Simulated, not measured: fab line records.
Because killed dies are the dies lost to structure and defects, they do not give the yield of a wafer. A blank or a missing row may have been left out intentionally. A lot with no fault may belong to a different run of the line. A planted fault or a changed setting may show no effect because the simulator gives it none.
Which tool was responsible?	flow gf180mcu	12 lots with 36 wafers sampled at 5 steps, on a route of 602 steps

WHAT EACH GAUGE READ, for each wafer
GF_V5_THK_MEAS_01.
lot	measured	on	V5_CVD_00_THK (nm)
L729	day 26 11:38	filmMetro-02	298.7 300.9 300.9
L731	day 27 07:16	filmMetro-02	299.8 295.4 296.7
L732	day 27 09:09	filmMetro-02	296.0 296.6 294.4
L733	day 27 14:30	filmMetro-03	300.5 299.6 297.9
L738	day 29 01:38	filmMetro-02	300.8 301.1 300.2
L739	day 29 07:24	filmMetro-02	302.2 302.7 295.7
L740	day 29 17:55	filmMetro-03	298.8 295.2 301.2
L744	day 30 21:28	filmMetro-03	301.6 301.1 298.5
L745	day 31 06:56	filmMetro-02	361.8 300.9 301.5
L750	day 32 11:53	filmMetro-03	299.2 293.6 357.7
L751	day 32 12:19	filmMetro-02	301.7 301.0 300.4
L752	day 32 16:23	filmMetro-03	299.5 300.7 302.3

GF_V5_CD_MEAS_14 targets a cd of 260 nm.
lot	measured	on	cdNm (nm)
L729	day 27 08:25	cdSem-02	260.7 260.7 260.4
L731	day 28 03:22	cdSem-01	258.2 258.5 258.6
L732	day 28 05:00	cdSem-01	258.5 258.5 259.1
L733	day 28 10:57	cdSem-01	258.4 260.0 258.7
L738	day 29 20:17	cdSem-01	259.0 260.1 259.4
L739	day 30 02:26	cdSem-01	258.2 259.6 259.0
L740	day 30 12:23	cdSem-01	260.3 261.7 260.2
L744	day 31 16:05	cdSem-01	261.7 260.4 261.5
L745	day 32 00:40	cdSem-02	259.3 260.7 259.3
L750	day 33 04:37	cdSem-02	258.9 259.7 260.2
L751	day 33 05:16	cdSem-02	261.7 261.8 261.5
L752	day 33 09:25	cdSem-01	260.1 258.8 258.9

WHAT TOOL EACH LOT RAN ON (gives the tool, then ch and the chambers of the sampled wafers, and finally the start)
lot	GF_MIM_SPUTTER_01	GF_V5_CVD_00	GF_V5_CMP_04
L729	pvdSputter-01, day 24 15:50	hdpcvd-02 ch 0,1, day 26 11:34	cmp-01 ch 1,2, day 26 11:53
L731	pvdSputter-02, day 25 12:16	hdpcvd-01 ch 1,2, day 27 07:13	cmp-01 ch 0,1,2, day 27 07:29
L732	pvdSputter-02, day 25 14:23	hdpcvd-01 ch 0,1,2, day 27 09:05	cmp-02 ch 0,3, day 27 09:25
L733	pvdSputter-01, day 25 20:32	hdpcvd-02 ch 0,1,2, day 27 14:27	cmp-02 ch 1,2,3, day 27 14:46
L738	pvdSputter-04, day 27 09:11	hdpcvd-01 ch 0,1, day 29 01:35	cmp-01 ch 1,2,3, day 29 01:55
L739	pvdSputter-02, day 27 14:38	hdpcvd-01 ch 0,1,2, day 29 07:21	cmp-02 ch 0,1,2, day 29 07:40
L740	pvdSputter-01, day 28 01:53	hdpcvd-02 ch 0,1, day 29 17:52	cmp-01 ch 0,1,3, day 29 18:08
L744	pvdSputter-04, day 29 07:38	hdpcvd-02 ch 1,2, day 30 21:25	cmp-02 ch 0,3, day 30 21:41
L745	pvdSputter-01, day 29 17:49	hdpcvd-02 ch 0,1, day 31 06:53	cmp-02 ch 1,3, day 31 07:13
L750	pvdSputter-01, day 30 23:46	hdpcvd-02 ch 0,1,2, day 32 11:50	cmp-02 ch 0,1,2, day 32 12:32
L751	pvdSputter-04, day 31 01:14	hdpcvd-01 ch 0,1,2, day 32 12:17	cmp-02 ch 0,1,3, day 32 13:02
L752	pvdSputter-04, day 31 05:14	hdpcvd-01 ch 0,1,2, day 32 16:20	cmp-02 ch 0,1,2, day 32 17:16
- GF_MIM_SPUTTER_01: material TiN, target thk 30 nm, time 25 s.
- GF_V5_CVD_00: deposits SiO2, target thk 300 nm, time 50 s.
- GF_V5_CMP_04: polishes SiO2.

AS READ BY THE TOOLS THEMSELVES (means over the sampled wafers that have a number; for cases with no such wafer, the mark the record gives instead)
GF_MIM_SPUTTER_01.
lot	tool	cathodeDcPowerW (W)	throttleValvePct (%)
L729	pvdSputter-01	6499.2	30.1
L731	pvdSputter-02	6500.5	29.4
L732	pvdSputter-02	6499.6	29.0
L733	pvdSputter-01	6498.7	30.5
L738	pvdSputter-04	6499.8	29.9
L739	pvdSputter-02	6499.6	29.0
L740	pvdSputter-01	6499.7	30.2
L744	pvdSputter-04	6499.1	30.5
L745	pvdSputter-01	6499.0	30.5
L750	pvdSputter-01	6498.9	29.6
L751	pvdSputter-04	6500.6	30.0
L752	pvdSputter-04	6500.8	29.8

GF_V5_CVD_00.
lot	tool	sih4FlowSccm (sccm)
L729	hdpcvd-02	60.06
L731	hdpcvd-01	60.05
L732	hdpcvd-01	59.88
L733	hdpcvd-02	60.08
L738	hdpcvd-01	60.12
L739	hdpcvd-01	60.20
L740	hdpcvd-02	60.05
L744	hdpcvd-02	59.98
L745	hdpcvd-02	63.85
L750	hdpcvd-02	64.05
L751	hdpcvd-01	60.14
L752	hdpcvd-01	60.06

GF_V5_CMP_04.
lot	tool	edgeZonePressureFrac	motorCurrentA (A)	retainingRingPressureFrac
L729	cmp-01	1.006	11.0	0.995
L731	cmp-01	0.998	11.0	1.000
L732	cmp-02	0.997	11.6	0.991
L733	cmp-02	1.000	12.2	1.003
L738	cmp-01	0.995	11.3	1.004
L739	cmp-02	0.999	12.5	0.998
L740	cmp-01	1.000	11.4	1.004
L744	cmp-02	1.001	12.1	0.997
L745	cmp-02	0.992	12.1	0.996
L750	cmp-02	1.001	13.1	1.003
L751	cmp-02	1.005	12.8	1.004
L752	cmp-02	0.999	12.5	1.005

THE ANSWER, worked out from the rows above alone
Rule: the usual values come from the lots themselves. The widest of any qualifying gaps counts: lots, ordered by their means at a reading, are off when they make up no more than a third of the lots, leave a main group of 4 or more, and stand apart from it by 3 or more times the standard deviation of that group's means. If all means in a main group match to the digits the tables above print for the reading, that group is not used. Also off: a lot with no number at a reading for which 4 or more lots have one. The other lots that the step has rows for count as sound. First the gauges in route order, then the tools' own readings, where a lot's mean is used as printed above. At the first step where some lot is off, the reading lying furthest off is the one used; lots without a number count as furthest.
Off: L745, L750, seen at GF_V5_THK_MEAS_01 (V5_CVD_00_THK). Mean 299.4 nm and standard deviation 1.7 in the main group.
If a tool, at a process step before that reading, ran all the lots that are off and no sound lot after the first of them, it fits. The gauges at GF_V5_THK_MEAS_01 aren't tried: what is off there is off at GF_V5_CVD_00 too, on other tools, and a gauge's error can't cause that. 2 tools fit, pvdSputter-01 at GF_MIM_SPUTTER_01 and hdpcvd-02 at GF_V5_CVD_00, so this cannot tell which one it is.

WHAT THE SIMULATOR HAD INSERTED
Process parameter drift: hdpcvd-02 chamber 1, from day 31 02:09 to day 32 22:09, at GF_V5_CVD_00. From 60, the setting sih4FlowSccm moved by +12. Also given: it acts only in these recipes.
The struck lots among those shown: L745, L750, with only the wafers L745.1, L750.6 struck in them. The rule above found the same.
